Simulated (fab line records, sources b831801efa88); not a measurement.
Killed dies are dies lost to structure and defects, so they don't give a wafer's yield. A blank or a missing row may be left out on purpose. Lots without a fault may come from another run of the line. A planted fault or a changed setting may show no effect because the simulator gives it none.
Which tool did it? | flow gf180mcu | 24 lots, 72 wafers sampled, at 4 steps of a route of 602

WHAT THE GAUGES READ, wafer by wafer
GF_V3_THK_MEAS_03. Usual: V3_CVD_02_THK 846 nm, standard deviation 12.
lot  | measured     | on            | V3_CVD_02_THK (nm) | flag
L074 | day 21 18:47 | film_metro-01 | 858 847 870        |
L076 | day 22 06:16 | film_metro-04 | 846 841 844        |
L077 | day 22 08:57 | film_metro-03 | 837 860 869        |
L075 | day 22 12:08 | film_metro-04 | 849 847 845        |
L078 | day 23 03:55 | film_metro-03 | 841 861 842        |
L079 | day 23 07:16 | film_metro-04 | 833 834 833        |
L082 | day 23 22:38 | film_metro-03 | 851 871 863        |
L080 | day 24 00:30 | film_metro-04 | 849 860 852        |
L081 | day 24 00:15 | film_metro-01 | 852 860 851        |
L083 | day 24 15:05 | film_metro-03 | 857 852 875        |
L084 | day 25 03:47 | film_metro-04 | 842 851 842        |
L085 | day 25 05:59 | film_metro-03 | 827 816 851        |
L086 | day 25 17:47 | film_metro-04 | 841 826 851        |
L087 | day 26 04:28 | film_metro-04 | 839 838 834        |
L088 | day 26 11:26 | film_metro-03 | 830 848 873        |
L089 | day 26 12:17 | film_metro-04 | 836 837 864        |
L090 | day 27 01:23 | film_metro-04 | 850 835 829        |
L091 | day 27 08:51 | film_metro-04 | 831 859 843        |
L092 | day 27 11:04 | film_metro-01 | 833 841 859        |
L093 | day 27 19:45 | film_metro-03 | 822 835 834        |
L094 | day 28 03:35 | film_metro-03 | 824 837 852        |
L095 | day 28 04:45 | film_metro-04 | 833 849 852        |
L096 | day 28 13:37 | film_metro-04 | 856 843 868        |
L097 | day 28 18:17 | film_metro-03 | 837 839 837        |

GF_V3_THK_MEAS_25: measures by xrf. Usual: V3_W_THK 336 nm, standard deviation 4.1.
lot  | measured     | on            | V3_W_THK (nm) | flag
L074 | day 22 18:41 | film_metro-04 | 332 333 333   |
L076 | day 23 06:46 | film_metro-04 | 330 330 333   |
L077 | day 23 09:37 | film_metro-03 | 340 331 341   |
L075 | day 23 11:55 | film_metro-04 | 331 338 334   |
L078 | day 24 03:17 | film_metro-04 | 340 340 336   |
L079 | day 24 06:57 | film_metro-04 | 342 333 342   |
L082 | day 24 22:06 | film_metro-03 | 330 329 341   |
L080 | day 24 23:46 | film_metro-01 | 329 326 337   |
L081 | day 24 23:12 | film_metro-04 | 339 341 336   |
L083 | day 25 13:13 | film_metro-03 | 334 327 334   |
L084 | day 26 01:46 | film_metro-03 | 334 336 334   |
L085 | day 26 03:49 | film_metro-01 | 332 332 336   |
L086 | day 26 16:25 | film_metro-04 | 332 338 335   |
L087 | day 27 01:49 | film_metro-04 | 338 336 333   |
L088 | day 27 09:19 | film_metro-01 | 339 340 341   |
L089 | day 27 10:52 | film_metro-01 | 336 337 337   |
L090 | day 27 23:05 | film_metro-01 | 342 335 344   |
L091 | day 28 06:10 | film_metro-03 | 338 337 341   |
L092 | day 28 08:24 | film_metro-03 | 337 338 338   |
L093 | day 28 17:32 | film_metro-04 | 329 335 337   |
L094 | day 29 00:01 | film_metro-03 | 341 338 338   |
L095 | day 29 02:26 | film_metro-01 | 338 341 341   |
L096 | day 29 10:42 | film_metro-04 | 327 338 338   |
L097 | day 29 15:06 | film_metro-03 | 336 336 339   |

WHICH TOOL RAN EACH LOT (tool, then ch and the chambers of the sampled wafers, then the start)
lot  | GF_M1_METAL_ETCH_16               | GF_V3_SPUTTER_22
L074 | rie_metal-04 ch 0,1, day 17 11:08 | pvd_sputter-04, day 22 18:24
L076 | rie_metal-03 ch 0,1, day 17 21:59 | pvd_sputter-04, day 23 06:23
L077 | rie_metal-01 ch 0,1, day 18 01:56 | pvd_sputter-03, day 23 09:20
L075 | rie_metal-03 ch 0,1, day 18 03:59 | pvd_sputter-02, day 23 11:38
L078 | rie_metal-01 ch 0,1, day 18 21:26 | pvd_sputter-04, day 24 03:01
L079 | rie_metal-03 ch 0,1, day 19 01:26 | pvd_sputter-02, day 24 06:41
L082 | rie_metal-03 ch 0, day 19 16:37   | pvd_sputter-02, day 24 21:49
L080 | rie_metal-04 ch 0,1, day 19 18:46 | pvd_sputter-02, day 24 23:29
L081 | rie_metal-01 ch 0,1, day 19 19:25 | pvd_sputter-02, day 24 22:55
L083 | rie_metal-01 ch 0,1, day 20 11:52 | pvd_sputter-04, day 25 12:55
L084 | rie_metal-01 ch 0, day 21 02:01   | pvd_sputter-04, day 26 01:29
L085 | rie_metal-04 ch 0,1, day 21 02:58 | pvd_sputter-02, day 26 03:32
L086 | rie_metal-03 ch 0,1, day 21 17:11 | pvd_sputter-04, day 26 16:08
L087 | rie_metal-01 ch 0, day 22 05:17   | pvd_sputter-03, day 27 01:32
L088 | rie_metal-03 ch 0,1, day 22 15:34 | pvd_sputter-03, day 27 09:03
L089 | rie_metal-04 ch 0,1, day 22 16:40 | pvd_sputter-02, day 27 10:35
L090 | rie_metal-04 ch 0,1, day 23 04:31 | pvd_sputter-04, day 27 22:48
L091 | rie_metal-04 ch 0,1, day 23 11:25 | pvd_sputter-04, day 28 05:53
L092 | rie_metal-03 ch 0,1, day 23 15:43 | pvd_sputter-04, day 28 08:07
L093 | rie_metal-04 ch 0,1, day 24 01:38 | pvd_sputter-02, day 28 17:16
L094 | rie_metal-04 ch 0,1, day 24 10:20 | pvd_sputter-02, day 28 23:44
L095 | rie_metal-04 ch 0,1, day 24 12:34 | pvd_sputter-02, day 29 02:10
L096 | rie_metal-04 ch 0,1, day 24 19:38 | pvd_sputter-02, day 29 10:25
L097 | rie_metal-04 ch 0,1, day 25 01:41 | pvd_sputter-04, day 29 14:50
- GF_M1_METAL_ETCH_16: etches the open film in Cl2/BCl3, stops on SiO2, target depth 750.8 nm, time 125.1 s.
- GF_V3_SPUTTER_22: material TiN, target thk 10 nm, time 40 s.

WHAT THE TOOLS THEMSELVES READ (means of the sampled wafers that have a number; where no wafer has one, the mark that the record gives instead)
GF_M1_METAL_ETCH_16. Usual: drypump_motor_current_A 5.9 A, standard deviation 0.61; oes_product_au 0.993 a.u., standard deviation 0.0055; throttle_valve_pct 28.227 %, standard deviation 0.0094.
lot  | tool         | drypump_motor_current_A (A) | oes_product_au (a.u.) | throttle_valve_pct (%) | flag
L074 | rie_metal-04 | 6.2                         | 0.995                 | 28.230                 |
L076 | rie_metal-03 | 6.0                         | 0.990                 | 28.240                 |
L077 | rie_metal-01 | 6.0                         | 0.997                 | 28.230                 |
L075 | rie_metal-03 | 6.0                         | 0.984                 | 28.238                 |
L078 | rie_metal-01 | 5.4                         | 0.996                 | 28.224                 |
L079 | rie_metal-03 | 6.0                         | 0.987                 | 28.232                 |
L082 | rie_metal-03 | 5.8                         | 0.992                 | 28.214                 |
L080 | rie_metal-04 | 5.8                         | 0.992                 | 28.224                 |
L081 | rie_metal-01 | 6.0                         | 0.988                 | 28.227                 |
L083 | rie_metal-01 | 5.4                         | 0.991                 | 28.224                 |
L084 | rie_metal-01 | 4.8                         | 0.997                 | 28.233                 |
L085 | rie_metal-04 | 5.8                         | 0.997                 | 28.225                 |
L086 | rie_metal-03 | 5.9                         | 0.993                 | 28.221                 |
L087 | rie_metal-01 | 4.8                         | 1.000                 | 28.226                 |
L088 | rie_metal-03 | 5.9                         | 0.989                 | 28.236                 |
L089 | rie_metal-04 | 5.9                         | 0.996                 | 28.222                 |
L090 | rie_metal-04 | 5.9                         | 0.996                 | 28.232                 |
L091 | rie_metal-04 | 5.9                         | 0.989                 | 28.228                 |
L092 | rie_metal-03 | 6.0                         | 0.990                 | 28.222                 |
L093 | rie_metal-04 | 6.2                         | 0.994                 | 28.222                 |
L094 | rie_metal-04 | 6.2                         | 0.996                 | 28.221                 |
L095 | rie_metal-04 | 6.2                         | 0.998                 | 28.219                 |
L096 | rie_metal-04 | 6.2                         | 0.996                 | 28.228                 |
L097 | rie_metal-04 | 5.8                         | 1.001                 | 28.220                 |

GF_V3_SPUTTER_22. Usual: cathode_dc_power_W 3999.9 W, standard deviation 0.81; throttle_valve_pct 30.0 %, standard deviation 1.3.
lot  | tool           | cathode_dc_power_W (W) | throttle_valve_pct (%) | flag
L074 | pvd_sputter-04 | 4000.0                 | 28.9                   |
L076 | pvd_sputter-04 | 4000.3                 | 29.8                   |
L077 | pvd_sputter-03 | 3999.6                 | 31.1                   |
L075 | pvd_sputter-02 | 3999.9                 | 30.7                   |
L078 | pvd_sputter-04 | 4000.0                 | 28.1                   |
L079 | pvd_sputter-02 | 3999.2                 | 30.2                   |
L082 | pvd_sputter-02 | 3999.6                 | 31.3                   |
L080 | pvd_sputter-02 | 3999.6                 | 30.8                   |
L081 | pvd_sputter-02 | 3999.7                 | 30.7                   |
L083 | pvd_sputter-04 | 4000.6                 | 28.9                   |
L084 | pvd_sputter-04 | 4000.7                 | 28.8                   |
L085 | pvd_sputter-02 | 4000.2                 | 29.7                   |
L086 | pvd_sputter-04 | 4000.7                 | 28.8                   |
L087 | pvd_sputter-03 | 4000.0                 | 30.9                   |
L088 | pvd_sputter-03 | 4000.6                 | 30.9                   |
L089 | pvd_sputter-02 | 3999.8                 | 30.8                   |
L090 | pvd_sputter-04 | 4000.2                 | 29.1                   |
L091 | pvd_sputter-04 | 3999.3                 | 29.6                   |
L092 | pvd_sputter-04 | 3999.5                 | 29.4                   |
L093 | pvd_sputter-02 | 3999.9                 | 31.2                   |
L094 | pvd_sputter-02 | 3999.8                 | 31.2                   |
L095 | pvd_sputter-02 | 4000.1                 | 30.8                   |
L096 | pvd_sputter-02 | 4000.2                 | 29.9                   |
L097 | pvd_sputter-04 | 3999.9                 | 29.0                   |

THE ANSWER, worked out from the rows above alone
Rule: a lot is off if the mean of its wafers that have a number lies more than 3 standard deviations from the usual mean. A lot without any number at a reading at which 4 lots or more have one is off too. The other lots that the step has rows for count as sound. The gauges are gone through in route order, then the tools' own readings, and for those a lot's mean is taken as printed above. The first step at which some lot is off is used, and at that step the reading that is off furthest; a lot without a number counts as furthest.
No lot is off at any reading shown: from this, nothing can be told.

WHAT THE SIMULATOR HAD PUT IN
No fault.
